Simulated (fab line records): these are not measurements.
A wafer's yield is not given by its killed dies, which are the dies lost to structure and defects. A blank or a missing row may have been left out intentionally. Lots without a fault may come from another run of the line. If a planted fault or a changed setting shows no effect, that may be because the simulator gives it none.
Chamber matching + flow sky130 + SKY_VIA3_CMP_02 on cmp-01 has 4 sister chambers
The step polishes SiO2. 14 wafers are shown with their chamber, then 7 later ones without.

== WAFERS PAIRED WITH THEIR CHAMBERS ==
| wafer  | chamber | motorCurrentA (A) |
|--------|---------|-------------------|
| L695.1 | 0       | 13.2              |
| L695.2 | 3       | 12.5              |
| L695.3 | 1       | 12.4              |
| L697.2 | 2       | 11.7              |
| L697.4 | 1       | 11.2              |
| L697.5 | 2       | 11.4              |
| L700.4 | 0       | 13.2              |
| L700.5 | 2       | 11.3              |
| L700.6 | 3       | 13.2              |
| L701.1 | 3       | 12.6              |
| L701.5 | 3       | 12.8              |
| L701.6 | 0       | 14.3              |
| L702.2 | 1       | 12.0              |
| L702.4 | 0       | 13.4              |

SIGNATURES, as means of the wafers listed above
| reading       | chamber 0 | chamber 1 | chamber 2 | chamber 3 | scatter within a chamber |
|---------------|-----------|-----------|-----------|-----------|--------------------------|
| motorCurrentA | 13.525    | 11.867    | 11.467    | 12.775    | 0.441                    |
Rule: for a wafer and a chamber, the distance is found by dividing, reading by reading, the gap between the wafer's reading and the chamber's mean by the reading's scatter, squaring, summing and taking the root. If the next closest chamber is less than 2 further off than the closest, the wafer can't be placed; otherwise it belongs to the closest. The scatter: take each reading less its chamber's mean, square it, sum over the shown wafers, divide by the number of wafers less the number of chambers, and take the root.

== WAFERS MISSING THEIR CHAMBER ==
| wafer  | motorCurrentA (A) |
|--------|-------------------|
| L702.5 | 12.8              |
| L703.1 | 11.6              |
| L703.2 | 13.7              |
| L703.6 | 12.6              |
| L710.2 | 13.0              |
| L710.3 | 11.6              |
| L710.5 | 11.5              |

== CHAMBER TAKEN BY EACH ==
| wafer  | from the rows above          | in truth |
|--------|------------------------------|----------|
| L702.5 | can't be placed: 3 or 0      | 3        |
| L703.1 | can't be placed: 2 or 1      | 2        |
| L703.2 | can't be placed: 0 or 3      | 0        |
| L703.6 | can't be placed: 3 or 1 or 0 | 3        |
| L710.2 | can't be placed: 3 or 0      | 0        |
| L710.3 | can't be placed: 2 or 1      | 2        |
| L710.5 | can't be placed: 2 or 1      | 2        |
Placed correctly: 0 of 7. These rows do not allow placing 7 (true chamber among the candidates in 7). Number placed wrongly: 0.
